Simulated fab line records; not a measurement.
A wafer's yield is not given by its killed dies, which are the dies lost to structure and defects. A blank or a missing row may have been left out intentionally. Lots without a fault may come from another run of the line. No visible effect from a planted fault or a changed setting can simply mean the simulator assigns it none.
Which tool did it? | flow gf180mcu | 6 lots, 18 wafers sampled, at 2 steps of a route of 602

== WHAT THE GAUGES READ, wafer by wafer ==
GF_V1_OVL_MEAS_15.
lot  | measured     | on         | V1_OVL (nm)
L507 | day 19 08:47 | overlay-01 | 1 6 12
L511 | day 20 20:11 | overlay-01 | 9 5 2
L516 | day 22 18:29 | overlay-01 | 5 10 11
L518 | day 23 13:29 | overlay-01 | 41 40 40
L520 | day 24 09:14 | overlay-02 | 3 6 11
L527 | day 26 03:50 | overlay-02 | 14 10 2

== WHICH TOOL RAN EACH LOT (tool, then ch and the chambers of the sampled wafers, then the start) ==
lot  | GF_V1_EXPOSE_11
L507 | krf_scanner-01 ch 0, day 18 21:02
L511 | krf_scanner-01 ch 0, day 20 07:46
L516 | krf_scanner-02 ch 0, day 22 06:44
L518 | krf_scanner-01 ch 0, day 23 02:16
L520 | krf_scanner-02 ch 0, day 23 21:40
L527 | krf_scanner-02 ch 0, day 25 16:53
- GF_V1_EXPOSE_11: exposes mask Via1, target cd 260 nm.

== THE ANSWER, worked out from the rows above alone ==
Rule: what is usual is taken from the lots themselves. The widest of any qualifying gaps counts: lots, ordered by their means at a reading, are off when they make up no more than a third of the lots, leave a main group of 4 or more, and stand apart from it by 3 or more times the standard deviation of that group's means. A main group whose means are all the same, to the digits that the tables above print for the reading, isn't used. A lot without any number at a reading at which 4 lots or more have one is off too. All remaining lots with rows at the step are treated as sound.
Off: L518, at GF_V1_OVL_MEAS_15 (V1_OVL). For the main group the mean is 7 nm and the standard deviation 1.3.
If a tool, at a process step before that reading, ran all the lots that are off and no sound lot after the first of them, it fits. Those tools and the gauges at GF_V1_OVL_MEAS_15 are tried in the same way. Can't be told from this: 2 tools fit, krf_scanner-01 at GF_V1_EXPOSE_11, overlay-01 at GF_V1_OVL_MEAS_15.

== WHAT THE SIMULATOR HAD INSERTED ==
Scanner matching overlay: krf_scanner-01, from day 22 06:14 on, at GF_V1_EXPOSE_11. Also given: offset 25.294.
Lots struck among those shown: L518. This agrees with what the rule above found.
